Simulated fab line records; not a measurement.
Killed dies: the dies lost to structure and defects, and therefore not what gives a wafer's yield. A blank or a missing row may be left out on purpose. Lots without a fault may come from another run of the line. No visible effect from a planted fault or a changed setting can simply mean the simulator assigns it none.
Which tool did it? | flow sfqLine | 14 lots, 42 wafers sampled, at 4 steps of a route of 325

WHAT THE GAUGES READ, wafer by wafer
SFQ_R5_RS_MEAS_933: measurement is done with a four-point probe. Usual: for R5_MONX_RS the level is 7.07 ohm/sq and the standard deviation is 0.07.
lot  | measured     | on           | R5_MONX_RS (ohm/sq) | flag
L140 | day 48 04:55 | filmMetro-02 | 7.15 7.17 7.08      | 
L143 | day 49 13:55 | filmMetro-02 | 7.15 7.11 7.17      | 
L144 | day 49 21:47 | filmMetro-03 | 7.16 7.15 7.13      | 
L145 | day 50 02:01 | filmMetro-03 | 6.45 6.44 6.43      | OFF
L146 | day 50 05:07 | filmMetro-02 | 7.01 7.00 7.02      | 
L147 | day 50 11:04 | filmMetro-03 | 6.55 6.61 6.59      | OFF
L155 | day 54 21:02 | filmMetro-03 | 7.01 7.07 7.12      | 
L156 | day 57 06:35 | filmMetro-03 | 6.98 6.99 6.99      | 
L157 | day 57 19:27 | filmMetro-03 | 7.13 7.07 7.07      | 
L158 | day 58 04:14 | filmMetro-03 | 7.12 7.07 7.13      | 
L160 | day 59 10:11 | filmMetro-04 | 7.10 7.04 7.05      | 
L161 | day 59 13:13 | filmMetro-04 | 6.96 7.03 7.04      | 
L162 | day 60 00:23 | filmMetro-03 | 6.96 6.92 6.94      | 
L163 | day 60 01:11 | filmMetro-04 | 7.09 7.01 7.02      | 

SFQ_R5_THK_MEAS_934: measures by xrf. Usual: for R5_MONX_THK the level is 39.7 nm and the standard deviation is 0.46.
lot  | measured     | on           | R5_MONX_THK (nm) | flag
L140 | day 48 05:01 | filmMetro-02 | 39.4 39.2 39.5   | 
L143 | day 49 14:01 | filmMetro-02 | 38.9 38.9 38.6   | 
L144 | day 49 21:52 | filmMetro-03 | 38.8 39.0 39.1   | 
L145 | day 50 02:07 | filmMetro-03 | 43.6 43.9 43.8   | OFF
L146 | day 50 05:13 | filmMetro-02 | 40.0 39.9 40.0   | 
L147 | day 50 11:11 | filmMetro-03 | 43.1 42.6 42.9   | OFF
L155 | day 54 21:08 | filmMetro-03 | 40.6 39.9 39.8   | 
L156 | day 57 06:43 | filmMetro-03 | 40.5 40.1 40.0   | 
L157 | day 57 19:34 | filmMetro-03 | 39.4 39.7 39.8   | 
L158 | day 58 04:20 | filmMetro-03 | 39.7 39.8 39.6   | 
L160 | day 59 10:19 | filmMetro-04 | 39.5 39.8 40.0   | 
L161 | day 59 13:19 | filmMetro-04 | 40.2 39.9 40.0   | 
L162 | day 60 00:30 | filmMetro-03 | 40.5 40.6 40.7   | 
L163 | day 60 01:19 | filmMetro-04 | 39.8 39.9 39.8   | 

WHAT TOOL EACH LOT RAN ON (gives the tool, then ch and the chambers of the sampled wafers, and finally the start)
lot  | SFQ_TRILAYER_I4_METRO_MEASURE_101 | SFQ_TRILAYER_R5_DEP_SPUTTER_133
L140 | filmMetro-02, day 33 05:37        | pvdSputter-04, day 48 04:49
L143 | filmMetro-02, day 34 19:47        | pvdSputter-03, day 49 13:49
L144 | filmMetro-03, day 35 07:19        | pvdSputter-03, day 49 21:38
L145 | filmMetro-03, day 35 16:47        | pvdSputter-03, day 50 01:55
L146 | filmMetro-03, day 36 07:59        | pvdSputter-06, day 50 05:00
L147 | filmMetro-02, day 36 20:29        | pvdSputter-03, day 50 11:00
L155 | filmMetro-03, day 44 09:26        | pvdSputter-04, day 54 20:55
L156 | filmMetro-03, day 45 00:02        | pvdSputter-06, day 57 06:31
L157 | filmMetro-03, day 45 14:13        | pvdSputter-03, day 57 19:22
L158 | filmMetro-03, day 45 18:43        | pvdSputter-06, day 58 04:07
L160 | filmMetro-03, day 47 03:43        | pvdSputter-06, day 59 10:07
L161 | filmMetro-02, day 47 10:22        | pvdSputter-04, day 59 13:07
L162 | filmMetro-02, day 47 22:22        | pvdSputter-04, day 60 00:17
L163 | filmMetro-01, day 48 00:43        | pvdSputter-03, day 60 01:07
- SFQ_TRILAYER_I4_METRO_MEASURE_101
- SFQ_TRILAYER_R5_DEP_SPUTTER_133: material MoNx, target thk 40 nm, time 66.7 s.

AS READ BY THE TOOLS THEMSELVES (means over the sampled wafers that have a number; for cases with no such wafer, the mark the record gives instead)
SFQ_TRILAYER_I4_METRO_MEASURE_101. Usual: thkNm reads 200.2 nm (standard deviation 1.2).
lot  | tool         | thkNm (nm) | flag
L140 | filmMetro-02 | 199.4      | 
L143 | filmMetro-02 | 199.8      | 
L144 | filmMetro-03 | 197.7      | 
L145 | filmMetro-03 | 199.9      | 
L146 | filmMetro-03 | 200.8      | 
L147 | filmMetro-02 | 199.0      | 
L155 | filmMetro-03 | 202.6      | 
L156 | filmMetro-03 | 201.5      | 
L157 | filmMetro-03 | 200.7      | 
L158 | filmMetro-03 | 200.7      | 
L160 | filmMetro-03 | 199.1      | 
L161 | filmMetro-02 | 200.1      | 
L162 | filmMetro-02 | 199.9      | 
L163 | filmMetro-01 | 200.6      | 

SFQ_TRILAYER_R5_DEP_SPUTTER_133. Usual: cathodeDcPowerW 999.99 W, standard deviation 0.17; throttleValvePct 30.7 %, standard deviation 1.
lot  | tool          | cathodeDcPowerW (W) | throttleValvePct (%) | flag
L140 | pvdSputter-04 | 999.98              | 31.3                 | 
L143 | pvdSputter-03 | 1000.00             | 30.8                 | 
L144 | pvdSputter-03 | 999.93              | 31.3                 | 
L145 | pvdSputter-03 | 1099.17             | 30.5                 | OFF
L146 | pvdSputter-06 | 1000.00             | 30.4                 | 
L147 | pvdSputter-03 | 1099.40             | 30.8                 | OFF
L155 | pvdSputter-04 | 1000.10             | 30.4                 | 
L156 | pvdSputter-06 | 1000.11             | 30.7                 | 
L157 | pvdSputter-03 | 999.85              | 30.6                 | 
L158 | pvdSputter-06 | 1000.03             | 30.6                 | 
L160 | pvdSputter-06 | 999.98              | 31.6                 | 
L161 | pvdSputter-04 | 1000.10             | 31.4                 | 
L162 | pvdSputter-04 | 1000.09             | 31.0                 | 
L163 | pvdSputter-03 | 999.91              | 30.1                 | 

THE ANSWER, worked out from the rows above alone
Rule: take the mean of a lot's wafers that have a number; if it is more than 3 standard deviations from the usual mean, the lot is off. A lot without any number at a reading at which 4 lots or more have one is off too. Any other lot the step has rows for is counted as sound. Order of review: gauges by route order, followed by the tools' own readings, for which a lot's mean as printed above is used. The first step at which some lot is off is used, and at that step the reading that is off furthest; a lot without a number counts as furthest.
Off: L145, L147, seen at SFQ_R5_RS_MEAS_933 (R5_MONX_RS).
If a tool, at a process step before that reading, ran all the lots that are off and no sound lot after the first of them, it fits. The gauges at SFQ_R5_RS_MEAS_933 aren't tried: what is off there is off at SFQ_TRILAYER_R5_DEP_SPUTTER_133 too, on other tools, and a gauge's error can't cause that. Not one of the candidates tried fits.

WHAT THE SIMULATOR PUT IN
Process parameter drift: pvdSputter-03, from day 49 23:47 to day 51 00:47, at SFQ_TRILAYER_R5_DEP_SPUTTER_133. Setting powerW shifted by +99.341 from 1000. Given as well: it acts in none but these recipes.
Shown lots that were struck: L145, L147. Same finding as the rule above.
